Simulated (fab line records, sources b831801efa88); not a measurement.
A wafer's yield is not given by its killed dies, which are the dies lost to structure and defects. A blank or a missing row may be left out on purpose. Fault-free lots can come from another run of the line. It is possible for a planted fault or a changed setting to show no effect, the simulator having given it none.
fab line records -- flow sky130
record: lots: 13, wafers: 39, last-day: 50
route steps=708 shown FIELD_ISO@25 NWELL@34 VT_ADJUST_LVTN@106 VT_ADJUST_HVTR@142 PAD_OPEN@708
lots untouched by any fault: they come from a run of this same line in which no faults occurred
start-h: hours from the record's first day to the start of the lot's first wafer shown -- wait-h: how many hours have passed since the lot's step before this one -- " identical to the entry in the row above -- L1.1+2: one row covering several wafers at once -- - value missing, or start not given -- * or withheld: withheld -- < > ~ a bound
route shown NAME@n: NAME is a module with steps in the file, n the number in the route of the first one -- usual: mean/standard deviation taken from wafers without a fault -- same: alike in all rows -- chamber/n: place in a boat -- sites: each site's reading -- _std_site: standard deviation across them -- _edge_site: mean of outer sites minus mean of inner sites -- radius-mm: how far each site lies from the wafer's centre -- mask NAME#n: copy n -- behind: the last tool/chamber to shape the wafer -- hold: reason for holding the lot/hours on hold/outcome of the hold -- device: which transistor (n, p or np) failed to switch -- end of line: the tests these same wafers got at the end of their route -- where a step has no rows: the recipe by itself -- killed: count of dies lost to structure and defects at first sort (not the wafer's yield) -- map: a wafer's dies, marking killed ones x, the rest . and places with no die _
set.NAME: the setting the step ran with; set.NAME@STEP: the setting that earlier step ran with -- model.NAME: the simulator's own value behind a step, which no gauge read
route steps across a sampled set of lots; one table per step, one row per wafer
services: a tool's chamber out of use, with start hour (start-h, from the record's first day; less than 0 if before it), hours out, and reason
== steps ==
step: SKY_FIELD_ISO_CVD_24
recipe: material: SiO2, target-thk-nm: 595, temp-c: 650, sigma-open-frac: 0.3, time-s: 99.2, sih4-flow-sccm: 60, pressure-mtorr: 6
usual: pressure-mtorr: 5.999/0.012
lot.wafer,tool,chamber,start-h,wait-h,pressure-mtorr
L417.1,hdpcvd-01,0,30.22,0.1,6.000
L417.3,hdpcvd-01,1,30.22,0.1,5.992
L417.4,hdpcvd-01,2,30.22,0.1,6.008
L418.1,hdpcvd-02,0,37.87,0.1,5.997
L418.2,hdpcvd-02,1,37.87,0.1,6.019
L418.5,hdpcvd-02,0,37.87,0.1,6.016
L419.2,hdpcvd-02,1,40.75,0.0,6.001
L419.3,hdpcvd-02,2,40.75,0.0,5.993
L419.4,hdpcvd-02,1,40.75,0.0,6.012
L420.1,hdpcvd-01,1,46.29,0.1,6.020
L420.3,hdpcvd-01,0,46.29,0.1,5.988
L420.5,hdpcvd-01,0,46.29,0.1,5.987
L422.1,hdpcvd-01,0,59.81,0.1,6.009
L422.4,hdpcvd-01,2,59.81,0.1,5.998
L422.5,hdpcvd-01,1,59.81,0.1,6.005
L424.1,hdpcvd-01,2,68.59,0.1,5.977
L424.2,hdpcvd-01,1,68.59,0.1,5.991
L424.5,hdpcvd-01,0,68.59,0.1,5.985
L427.1,hdpcvd-02,2,83.59,0.1,6.002
L427.2,hdpcvd-02,1,83.59,0.1,6.002
L427.6,hdpcvd-02,1,83.59,0.1,5.992
L428.1,hdpcvd-01,1,87.96,0.1,6.009
L428.4,hdpcvd-01,0,87.96,0.1,6.010
L428.5,hdpcvd-01,1,87.96,0.1,5.979
L429.3,hdpcvd-02,1,92.44,0.0,6.001
L429.4,hdpcvd-02,2,92.44,0.0,6.006
L429.5,hdpcvd-02,0,92.44,0.0,6.011
L430.1,hdpcvd-02,0,98.96,0.1,5.976
L430.2,hdpcvd-02,1,98.96,0.1,5.995
L430.3,hdpcvd-02,2,98.96,0.1,6.015
L433.1,hdpcvd-01,0,114.56,0.1,6.020
L433.3,hdpcvd-01,1,114.56,0.1,5.993
L433.6,hdpcvd-01,0,114.56,0.1,6.020
L434.1,hdpcvd-02,0,126.70,0.1,5.997
L434.2,hdpcvd-02,1,126.70,0.1,4.795
L434.4,hdpcvd-02,0,126.70,0.1,5.997
L440.3,hdpcvd-01,1,151.50,0.0,5.993
L440.4,hdpcvd-01,2,151.50,0.0,5.997
L440.5,hdpcvd-01,1,151.50,0.0,6.012
step: SKY_NWELL_THK_MEAS_02
recipe: reads: SiO2_of_NWELL_OXIDATION_01
usual: NWELL_OXIDATION_THK: 9.91/0.19
lot.wafer,tool,chamber,start-h,wait-h,NWELL_OXIDATION_THK[nm]
L417.1,film-metro-02,-,37.34,0.0,9.67
L417.3,film-metro-02,-,37.34,0.0,9.91
L417.4,film-metro-02,-,37.34,0.0,9.95
L418.1,film-metro-04,-,43.62,0.0,10.18
L418.2,film-metro-04,-,43.62,0.0,10.00
L418.5,film-metro-04,-,43.62,0.0,10.10
L419.2,film-metro-04,-,46.20,0.0,9.86
L419.3,film-metro-04,-,46.20,0.0,9.66
L419.4,film-metro-04,-,46.20,0.0,9.74
L420.1,film-metro-04,-,52.10,0.0,10.03
L420.3,film-metro-04,-,52.10,0.0,10.16
L420.5,film-metro-04,-,52.10,0.0,9.86
L422.1,film-metro-02,-,64.56,0.0,10.01
L422.4,film-metro-02,-,64.56,0.0,9.63
L422.5,film-metro-02,-,64.56,0.0,9.80
L424.1,film-metro-04,-,72.53,0.0,9.79
L424.2,film-metro-04,-,72.53,0.0,9.75
L424.5,film-metro-04,-,72.53,0.0,9.82
L427.1,film-metro-02,-,87.68,0.0,9.75
L427.2,film-metro-02,-,87.68,0.0,9.85
L427.6,film-metro-02,-,87.68,0.0,9.75
L428.1,film-metro-04,-,93.59,0.0,9.73
L428.4,film-metro-04,-,93.59,0.0,9.90
L428.5,film-metro-04,-,93.59,0.0,9.84
L429.3,film-metro-04,-,96.40,0.0,9.73
L429.4,film-metro-04,-,96.40,0.0,9.98
L429.5,film-metro-04,-,96.40,0.0,9.62
L430.1,film-metro-04,-,103.03,0.0,9.93
L430.2,film-metro-04,-,103.03,0.0,10.08
L430.3,film-metro-04,-,103.03,0.0,10.09
L433.1,film-metro-01,-,124.12,0.0,10.02
L433.3,film-metro-01,-,124.12,0.0,9.95
L433.6,film-metro-01,-,124.12,0.0,10.17
L434.1,film-metro-01,-,133.79,0.0,10.00
L434.2,film-metro-01,-,133.79,0.0,10.22
L434.4,film-metro-01,-,133.79,0.0,10.23
L440.3,film-metro-04,-,158.93,0.0,9.99
L440.4,film-metro-04,-,158.93,0.0,10.18
L440.5,film-metro-04,-,158.93,0.0,10.08
step: SKY_VT_ADJUST_LVTN_STRIP_09
recipe: chemistry: O2/N2, power-w: 1400, pressure-mtorr: 1500, platen-temp-c: withheld, o2-flow-sccm: 3000, n2-flow-sccm: 300, overash-fraction: 0.5
usual: drypump-motor-current-A: 5.9/0.39, oes-product-au: 0.722/0.0043, strip-time-to-endpoint-s: 36.92/0.11
lot.wafer,tool,chamber,start-h,wait-h,drypump-motor-current-A,oes-product-au,rf-hours-counter-h,strip-time-to-endpoint-s
L417.1,plasma-asher-04,0,138.67,0.1,5.9,0.720,46,37.00
L417.3,plasma-asher-04,1,138.67,0.1,6.3,0.718,-,36.94
L417.4,plasma-asher-04,0,138.67,0.1,5.9,0.722,-,37.04
L418.1,plasma-asher-02,1,148.21,0.1,6.2,0.730,3,36.86
L418.2,plasma-asher-02,0,148.21,0.1,6.0,0.726,3,36.79
L418.5,plasma-asher-02,1,148.21,0.1,6.1,0.721,-,36.76
L419.2,plasma-asher-01,0,154.07,0.1,5.1,0.728,46,36.87
L419.3,plasma-asher-01,0,154.07,0.1,5.1,0.731,-,36.95
L419.4,plasma-asher-01,1,154.07,0.1,6.0,0.720,-,36.85
L420.1,plasma-asher-04,0,161.11,0.1,5.9,0.725,48,36.88
L420.3,plasma-asher-04,0,161.11,0.1,5.9,0.724,-,36.95
L420.5,plasma-asher-04,1,161.11,0.1,6.3,0.716,-,36.94
L422.1,plasma-asher-02,0,178.01,0.1,6.0,0.725,6,36.74
L422.4,plasma-asher-02,0,178.01,0.1,6.0,0.716,-,36.90
L422.5,plasma-asher-02,1,178.01,0.1,6.1,0.723,-,36.82
L424.1,plasma-asher-01,1,186.17,0.1,6.0,0.724,50,36.92
L424.2,plasma-asher-01,0,186.17,0.1,5.1,0.726,50,36.90
L424.5,plasma-asher-01,1,186.17,0.1,6.1,0.723,-,37.01
L427.1,plasma-asher-04,1,205.09,0.1,6.3,0.720,52,36.79
L427.2,plasma-asher-04,0,205.09,0.1,5.9,0.723,52,36.83
L427.6,plasma-asher-04,0,205.09,0.1,5.9,0.719,-,36.81
L428.1,plasma-asher-04,1,211.57,0.1,6.3,0.728,53,36.94
L428.4,plasma-asher-04,1,211.57,0.1,6.3,0.722,-,36.98
L428.5,plasma-asher-04,0,211.57,0.1,5.9,0.720,-,36.94
L429.3,plasma-asher-01,1,218.24,0.1,6.0,0.725,-,36.93
L429.4,plasma-asher-01,0,218.24,0.1,5.1,0.719,-,36.95
L429.5,plasma-asher-01,0,218.24,0.1,5.1,0.723,-,36.89
L430.1,plasma-asher-04,0,225.16,0.1,5.9,0.721,54,36.91
L430.2,plasma-asher-04,1,225.16,0.1,6.3,0.718,54,36.93
L430.3,plasma-asher-04,0,225.16,0.1,5.9,0.728,-,36.92
L433.1,plasma-asher-04,0,249.47,0.1,5.9,0.719,56,37.00
L433.3,plasma-asher-04,0,249.47,0.1,5.9,0.724,-,37.06
L433.6,plasma-asher-04,0,249.47,0.1,5.9,0.723,-,36.98
L434.1,plasma-asher-04,1,262.71,0.1,6.3,0.719,58,37.01
L434.2,plasma-asher-04,0,262.71,0.1,5.9,0.717,58,37.03
L434.4,plasma-asher-04,0,262.71,0.1,5.9,0.719,-,37.09
L440.3,plasma-asher-04,0,292.85,0.1,5.9,0.716,-,36.98
L440.4,plasma-asher-04,1,292.85,0.1,6.3,0.722,-,36.90
L440.5,plasma-asher-04,0,292.85,0.1,5.9,0.721,-,36.99
step: SKY_VT_ADJUST_HVTR_TW_MEAS_11
usual: VT_ADJUST_HVTR_TW: 210.2/1.7
lot.wafer,tool,chamber,start-h,wait-h,VT_ADJUST_HVTR_TW
L417.1,film-metro-01,-,200.15,0.1,208.4
L417.3,film-metro-01,-,200.15,0.1,208.5
L417.4,film-metro-01,-,200.15,0.1,208.0
L418.1,film-metro-02,-,210.03,0.1,210.6
L418.2,film-metro-02,-,210.03,0.1,210.4
L418.5,film-metro-02,-,210.03,0.1,210.5
L419.2,film-metro-02,-,218.10,0.1,211.7
L419.3,film-metro-02,-,218.10,0.1,210.2
L419.4,film-metro-02,-,218.10,0.1,211.8
L420.1,film-metro-04,-,225.47,0.1,211.7
L420.3,film-metro-04,-,225.47,0.1,211.5
L420.5,film-metro-04,-,225.47,0.1,213.3
L422.1,film-metro-01,-,242.89,0.1,206.6
L422.4,film-metro-01,-,242.89,0.1,208.8
L422.5,film-metro-01,-,242.89,0.1,208.2
L424.1,film-metro-02,-,252.25,0.1,212.1
L424.2,film-metro-02,-,252.25,0.1,211.8
L424.5,film-metro-02,-,252.25,0.1,210.3
L427.1,film-metro-02,-,274.83,0.1,211.8
L427.2,film-metro-02,-,274.83,0.1,211.1
L427.6,film-metro-02,-,274.83,0.1,211.2
L428.1,film-metro-04,-,279.74,0.1,212.2
L428.4,film-metro-04,-,279.74,0.1,212.7
L428.5,film-metro-04,-,279.74,0.1,212.4
L429.3,film-metro-02,-,287.81,0.1,211.6
L429.4,film-metro-02,-,287.81,0.1,212.2
L429.5,film-metro-02,-,287.81,0.1,211.8
L430.1,film-metro-01,-,295.37,0.1,207.8
L430.2,film-metro-01,-,295.37,0.1,207.3
L430.3,film-metro-01,-,295.37,0.1,208.0
L433.1,film-metro-02,-,322.75,0.1,211.9
L433.3,film-metro-02,-,322.75,0.1,211.4
L433.6,film-metro-02,-,322.75,0.1,210.2
L434.1,film-metro-04,-,336.15,0.1,213.0
L434.2,film-metro-04,-,336.15,0.1,211.5
L434.4,film-metro-04,-,336.15,0.1,213.3
L440.3,film-metro-01,-,370.90,0.1,210.1
L440.4,film-metro-01,-,370.90,0.1,209.0
L440.5,film-metro-01,-,370.90,0.1,208.4
step: SKY_PAD_OPEN_PROBE_99
usual: killed_at_M0_to_M3: 45/7, killed_at_M4_up: 3.4/1.8, killed-at-contacts: 24/5.4, killed-at-front-end: 16/4.8, killed-at-other: 0.4/0.62, killed-dies: 89/10, killed-open: 48/7.2, killed-short: 40/6.3
same: gross-dies: 492, killed-at-back-side: 0
lot.wafer,tool,chamber,start-h,wait-h,killed_at_M0_to_M3,killed_at_M4_up,killed-at-contacts,killed-at-front-end,killed-at-other,killed-dies,killed-open,killed-short
L419.2,prober-02,-,1082.82,0.1,59,7,23,21,1,111,63,48
L419.3,prober-02,-,1082.87,0.2,46,3,22,12,0,83,47,36
L419.4,prober-02,-,1082.92,0.2,57,2,17,17,1,94,42,52
L422.1,prober-01,-,1112.56,0.1,36,6,29,17,0,88,46,42
L422.4,prober-01,-,1112.71,0.2,54,3,25,12,0,94,58,35
L422.5,prober-01,-,1112.76,0.2,44,2,29,20,0,95,52,43
L424.1,prober-01,-,1114.06,0.1,54,4,20,16,0,94,51,42
L424.2,prober-01,-,1114.11,0.1,56,5,19,17,0,97,51,46
L424.5,prober-01,-,1114.26,0.2,54,5,29,27,1,116,64,49
L428.1,prober-02,-,1133.35,0.1,43,6,26,14,0,89,54,35
L428.4,prober-02,-,1133.50,0.2,50,6,23,13,0,92,50,42
L428.5,prober-02,-,1133.55,0.2,39,2,28,22,0,91,44,47
L427.1,prober-01,-,1137.13,0.1,50,3,23,16,0,92,57,35
L427.2,prober-01,-,1137.18,0.1,45,1,32,22,0,100,52,48
L427.6,prober-01,-,1137.38,0.2,38,4,20,19,0,81,42,39
L429.3,prober-02,-,1141.59,0.2,44,3,22,22,0,91,49,42
L429.4,prober-02,-,1141.64,0.2,41,3,23,18,1,86,49,37
L429.5,prober-02,-,1141.69,0.2,56,3,22,13,0,94,54,40
L430.1,prober-01,-,1147.98,0.1,42,3,17,13,0,75,42,33
L430.2,prober-01,-,1148.03,0.1,41,5,16,16,0,78,35,43
L430.3,prober-01,-,1148.08,0.2,40,2,28,11,0,81,45,36
L433.1,prober-02,-,1167.37,0.1,52,3,16,22,0,93,46,47
L433.3,prober-02,-,1167.47,0.2,37,4,28,17,0,86,48,38
L433.6,prober-02,-,1167.62,0.2,40,3,23,18,1,85,47,38
killed by level:class
L419.2 VIA1:geometric-particle:open=20 VIA2:geometric-particle:open=8 METAL2:geometric-particle:short=7 METAL1:geometric-particle:short=7 VIA3:geometric-particle:open=7 POLY_GATE:geometric-particle:short=6 LI_CONTACT:geometric-particle:open=6 LOCAL_INTERCONNECT:geometric-particle:short=6
L419.3 CONTACT:geometric-particle:open=10 VIA1:geometric-particle:open=10 VIA3:geometric-particle:open=8 VIA1:geometric-particle:short=7 CONTACT:geometric-particle:short=7 METAL2:geometric-particle:short=7 FIELD_ISO:geometric-particle:open=6 VIA2:geometric-particle:open=4
L419.4 VIA1:geometric-particle:open=14 VIA1:geometric-particle:short=7 METAL2:geometric-particle:short=7 FIELD_ISO:geometric-particle:short=6 VIA2:geometric-particle:open=6 VIA3:geometric-particle:open=6 LI_CONTACT:geometric-particle:open=5 LOCAL_INTERCONNECT:geometric-particle:short=5
L422.1 CONTACT:geometric-particle:open=11 LI_CONTACT:geometric-particle:open=9 FIELD_ISO:geometric-particle:short=8 METAL1:geometric-particle:short=7 VIA1:geometric-particle:short=6 POLY_GATE:geometric-particle:open=5 CONTACT:geometric-particle:short=4 VIA1:geometric-particle:open=4
L422.4 VIA1:geometric-particle:open=18 CONTACT:geometric-particle:open=12 VIA1:geometric-particle:short=7 METAL2:geometric-particle:short=6 VIA3:geometric-particle:open=5 LI_CONTACT:geometric-particle:open=4 LOCAL_INTERCONNECT:geometric-particle:short=4 METAL1:geometric-particle:short=4
L422.5 CONTACT:geometric-particle:open=11 CONTACT:geometric-particle:short=9 METAL2:geometric-particle:short=8 VIA3:geometric-particle:open=7 VIA1:geometric-particle:open=7 VIA1:geometric-particle:short=6 FIELD_ISO:geometric-particle:open=5 POLY_GATE:geometric-particle:short=5
L424.1 VIA1:geometric-particle:open=12 VIA2:geometric-particle:open=11 CONTACT:geometric-particle:open=8 VIA3:geometric-particle:open=8 POLY_GATE:geometric-particle:short=5 METAL2:geometric-particle:short=5 SPACER:geometric-particle:short=4 LI_CONTACT:geometric-particle:open=4
L424.2 METAL1:geometric-particle:short=15 VIA1:geometric-particle:open=11 CONTACT:geometric-particle:open=7 VIA2:geometric-particle:open=7 POLY_GATE:geometric-particle:open=6 VIA3:geometric-particle:open=6 CONTACT:geometric-particle:short=5 METAL1:geometric-particle:open=5
L424.5 VIA1:geometric-particle:open=13 CONTACT:geometric-particle:open=10 VIA2:geometric-particle:open=10 POLY_GATE:geometric-particle:short=8 VIA3:geometric-particle:open=7 METAL2:geometric-particle:short=6 METAL1:geometric-particle:short=6 FIELD_ISO:geometric-particle:open=5
L428.1 VIA1:geometric-particle:open=10 VIA2:geometric-particle:open=9 CONTACT:geometric-particle:open=8 LI_CONTACT:geometric-particle:open=6 VIA3:geometric-particle:open=6 CONTACT:geometric-particle:short=5 FIELD_ISO:geometric-particle:short=4 VIA1:geometric-particle:short=4
L428.4 VIA2:geometric-particle:open=10 CONTACT:geometric-particle:open=7 VIA1:geometric-particle:open=7 LI_CONTACT:geometric-particle:open=6 VIA3:geometric-particle:open=6 METAL1:geometric-particle:short=6 FIELD_ISO:geometric-particle:open=5 LOCAL_INTERCONNECT:geometric-particle:short=5
L428.5 LOCAL_INTERCONNECT:geometric-particle:short=9 CONTACT:geometric-particle:open=9 VIA1:geometric-particle:open=8 POLY_GATE:geometric-particle:open=7 POLY_GATE:geometric-particle:short=7 METAL1:geometric-particle:short=6 METAL2:geometric-particle:short=5 CONTACT:geometric-particle:short=5
L427.1 VIA3:geometric-particle:open=15 VIA1:geometric-particle:open=10 VIA2:geometric-particle:open=9 LI_CONTACT:geometric-particle:open=7 CONTACT:geometric-particle:open=7 POLY_GATE:geometric-particle:short=5 CONTACT:geometric-particle:short=5 VIA1:geometric-particle:short=4
L427.2 CONTACT:geometric-particle:open=15 METAL1:geometric-particle:short=8 VIA2:geometric-particle:open=7 VIA1:geometric-particle:open=7 LOCAL_INTERCONNECT:geometric-particle:short=6 METAL2:geometric-particle:short=6 FIELD_ISO:geometric-particle:open=5 VIA3:geometric-particle:short=5
L427.6 VIA3:geometric-particle:open=10 VIA1:geometric-particle:open=8 CONTACT:geometric-particle:open=7 VIA3:geometric-particle:short=6 FIELD_ISO:geometric-particle:short=4 POLY_GATE:geometric-particle:open=4 POLY_CUT:geometric-particle:short=4 LI_CONTACT:geometric-particle:open=4
L429.3 VIA2:geometric-particle:open=10 VIA1:geometric-particle:short=9 POLY_GATE:geometric-particle:open=7 VIA1:geometric-particle:open=7 CONTACT:geometric-particle:open=6 POLY_GATE:geometric-particle:short=6 LI_CONTACT:geometric-particle:open=6 FIELD_ISO:geometric-particle:open=5
L429.4 VIA2:geometric-particle:open=11 CONTACT:geometric-particle:open=7 VIA1:geometric-particle:open=7 FIELD_ISO:geometric-particle:short=6 POLY_GATE:geometric-particle:open=5 LI_CONTACT:geometric-particle:open=5 LOCAL_INTERCONNECT:geometric-particle:short=5 CONTACT:geometric-particle:short=5
L429.5 VIA1:geometric-particle:open=16 VIA1:geometric-particle:short=8 METAL2:geometric-particle:short=8 VIA3:geometric-particle:open=7 FIELD_ISO:geometric-particle:open=6 LI_CONTACT:geometric-particle:open=6 METAL1:geometric-particle:short=6 VIA2:geometric-particle:open=5
L430.1 VIA1:geometric-particle:open=14 METAL1:geometric-particle:short=6 CONTACT:geometric-particle:open=6 VIA2:geometric-particle:short=5 VIA3:geometric-particle:open=5 FIELD_ISO:geometric-particle:open=4 VIA2:geometric-particle:open=4 FIELD_ISO:geometric-particle:short=3
L430.2 VIA1:geometric-particle:open=9 METAL2:geometric-particle:short=7 METAL1:geometric-particle:short=6 METAL4:geometric-particle:short=5 FIELD_ISO:geometric-particle:short=4 POLY_GATE:geometric-particle:open=4 LI_CONTACT:geometric-particle:open=4 CONTACT:geometric-particle:open=4
L430.3 CONTACT:geometric-particle:open=11 VIA1:geometric-particle:open=11 VIA1:geometric-particle:short=9 LI_CONTACT:geometric-particle:open=6 LOCAL_INTERCONNECT:geometric-particle:short=6 FIELD_ISO:geometric-particle:short=4 VIA2:geometric-particle:open=4 VIA3:geometric-particle:open=3
L433.1 VIA3:geometric-particle:open=12 POLY_GATE:geometric-particle:short=10 VIA2:geometric-particle:open=9 METAL2:geometric-particle:short=8 LI_CONTACT:geometric-particle:open=6 METAL1:geometric-particle:short=6 VIA3:geometric-particle:short=5 FIELD_ISO:geometric-particle:open=4
L433.3 CONTACT:geometric-particle:open=11 VIA1:geometric-particle:open=10 LI_CONTACT:geometric-particle:open=8 METAL3:geometric-particle:short=6 LI_CONTACT:geometric-particle:short=5 VIA3:geometric-particle:open=5 FIELD_ISO:geometric-particle:short=4 FIELD_ISO:geometric-particle:open=4
L433.6 LI_CONTACT:geometric-particle:open=10 VIA2:geometric-particle:open=8 POLY_GATE:geometric-particle:open=7 CONTACT:geometric-particle:open=7 VIA1:geometric-particle:open=6 METAL1:geometric-particle:short=6 METAL2:geometric-particle:short=6 VIA2:geometric-particle:short=5
== services ==
tool,chamber,start-h,hours,kind
plasma-asher-02,-,11.56,0.8,repair
plasma-asher-01,-,31.40,2.6,repair
hdpcvd-02,-,41.33,1.6,repair
hdpcvd-02,-,66.75,15.0,pm
hdpcvd-02,0,66.75,15.0,vent-cycle
hdpcvd-02,1,66.75,15.0,vent-cycle
hdpcvd-02,2,66.75,15.0,vent-cycle
hdpcvd-02,1,70.09,3.8,repair
hdpcvd-02,0,81.75,-,clean
hdpcvd-02,1,81.75,-,clean
hdpcvd-02,2,81.75,-,clean
plasma-asher-01,-,103.98,0.7,repair
plasma-asher-02,-,108.75,9.0,pm
plasma-asher-02,0,108.75,9.0,vent-cycle
plasma-asher-02,1,108.75,9.0,vent-cycle
plasma-asher-02,0,117.75,-,clean
plasma-asher-02,1,117.75,-,clean
plasma-asher-01,-,126.29,1.1,repair
hdpcvd-01,1,128.34,22.6,repair
hdpcvd-02,-,136.47,0.3,repair
plasma-asher-02,-,149.69,2.3,repair
hdpcvd-01,-,213.46,77.8,repair
plasma-asher-04,-,240.21,2.1,repair
plasma-asher-04,-,264.11,0.7,repair
== key ==
first-sign: step: SKY_FIELD_ISO_CVD_24, reading: pressure-mtorr, direction: down, sigmas: 99+, usual: 5.999, struck: 4.795
effect none on later readings
met-at SKY_FIELD_ISO_CVD_24
struck-lots L434
struck-wafers L434.2
tester-left-out L434
not-acting-at SKY_NWELL_THK_MEAS_02,SKY_VT_ADJUST_LVTN_STRIP_09,SKY_VT_ADJUST_HVTR_TW_MEAS_11
onset-between 98.96 126.70
fault: kind: process-parameter-drift, tool: hdpcvd-02, chamber: 1, onset-h: 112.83, steps: SKY_FIELD_ISO_CVD_24, channel: pressure-mtorr, offset: -1.2, shape: step, end-h: 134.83, acts-in: these-recipes-only, stated: 6
tester-left-out: of these lots the tester's yield and bins aren't shown, on N5 and GAA mostly nor the transistor test; their killed dies are dies lost to structure and defects alone, not to doping, threshold or leakage, so they don't give the yield
